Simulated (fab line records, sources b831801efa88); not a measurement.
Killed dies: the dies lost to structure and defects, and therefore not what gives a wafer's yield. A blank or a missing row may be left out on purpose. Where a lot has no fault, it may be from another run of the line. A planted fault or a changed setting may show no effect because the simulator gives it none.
Problem report, 8D (eight disciplines) form, completed by code -- flow gf180mcu -- the parts of the form that need people (team, actions taken, sign-off) are left out

== 1. WHAT WENT WRONG ==
HV_LDD_2_TW at GF_HV_LDD_TW_MEAS_23 reads a mean of 953 on 9 wafers of 3 lots; wafers without a fault read 1053 with a standard deviation of 9.8. That puts it -10 standard deviations away from the usual mean.
The first sign was on wafer L395.3 at day 14 04:22, on film-metro-03. At this step, 42 wafers from 14 lots have a number in the record. The rule behind "out" and "out of limits": a value lying over 4 standard deviations away from the usual mean. The other wafers with a number count as sound.

== 2. WHAT IT IS, WHAT IT ISN'T ==
question,is,is not
which readings at this step,HV_LDD_2_TW,-
which lots,"L395, L396, L397","L385, L386, L388, L389, L391, L392, L393, L394, L401, L406, L407"
which wafers of those lots,all that have a number,-
read on which gauges,"film-metro-01, film-metro-02, film-metro-03",-
when,from day 14 04:22,"up to then (24 sound wafers); but 9 sound wafers of L401, L406, L407 came after"

== 3. WHAT RULES OUT EACH SUSPECT ==
Counting: a tool at any process step up to the reading remains a suspect when it ran all the lots that are out and ran no sound lot after the first of those.
- the gauge at GF_HV_LDD_TW_MEAS_23: ruled out. The wafers that are out were read on 3 gauges (film-metro-01, film-metro-02, film-metro-03).
- implanter-02 at GF_HV_LDD_IMPLANT_21: ruled out as a lasting fault. Sound lots L406, L407 ran on it after its first lot that is out, L395 (day 14 04:08).
Left after counting: nothing in the record.

== 4. THE CAUSE (what the simulator had put in) ==
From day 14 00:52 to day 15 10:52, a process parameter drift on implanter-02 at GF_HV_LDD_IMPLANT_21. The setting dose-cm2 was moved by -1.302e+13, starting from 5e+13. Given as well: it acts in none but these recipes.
It was ruled out by counting, in error; the rule expects a fault to strike all lots run on its tool from its start on, and this fault did not.

== 5. THE CHAIN OF EFFECTS, in route order ==
One row per reading whose mean, taken over the struck wafers that have a number, lies over 3 standard deviations from the usual. Only readings whose record carries a usual standard deviation are examined. hours: median over the lots of the time between each lot's start at the first step of this table that gives one and its start at this step. sigmas: the change, counted in usual standard deviations.
hours,step,reading,usual,on struck wafers,change,sigmas
0,GF_HV_LDD_IMPLANT_21,dose-ions-cm2,5e+13,4e+13,-1e+13,-99 or more
0,GF_HV_LDD_IMPLANT_21,faraday-current-uA,282,209,-73,-12
0,GF_HV_LDD_TW_MEAS_23,HV_LDD_2_TW,1053,953,-100,-10
Process steps it contains:
- GF_HV_LDD_IMPLANT_21
Later steps that measure or inspect, where all struck wafers having a row at the step show a number for every such reading and not one has moved that far: GF_SAB_OVL_MEAS_10, GF_CONTACT_THK_MEAS_03, GF_M2_OVL_MEAS_15.

== 6. WHAT WOULD HAVE CAUGHT IT SOONER ==
In this record the first reading out of limits at a measuring or inspecting step was taken at day 14 04:22, 3 hours after the fault began at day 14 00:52.
The tool's own readings at GF_HV_LDD_IMPLANT_21 were out on every struck wafer that the step has a row for (dose-ions-cm2, faraday-current-uA): an alarm limit on them would have fired on the first of those.
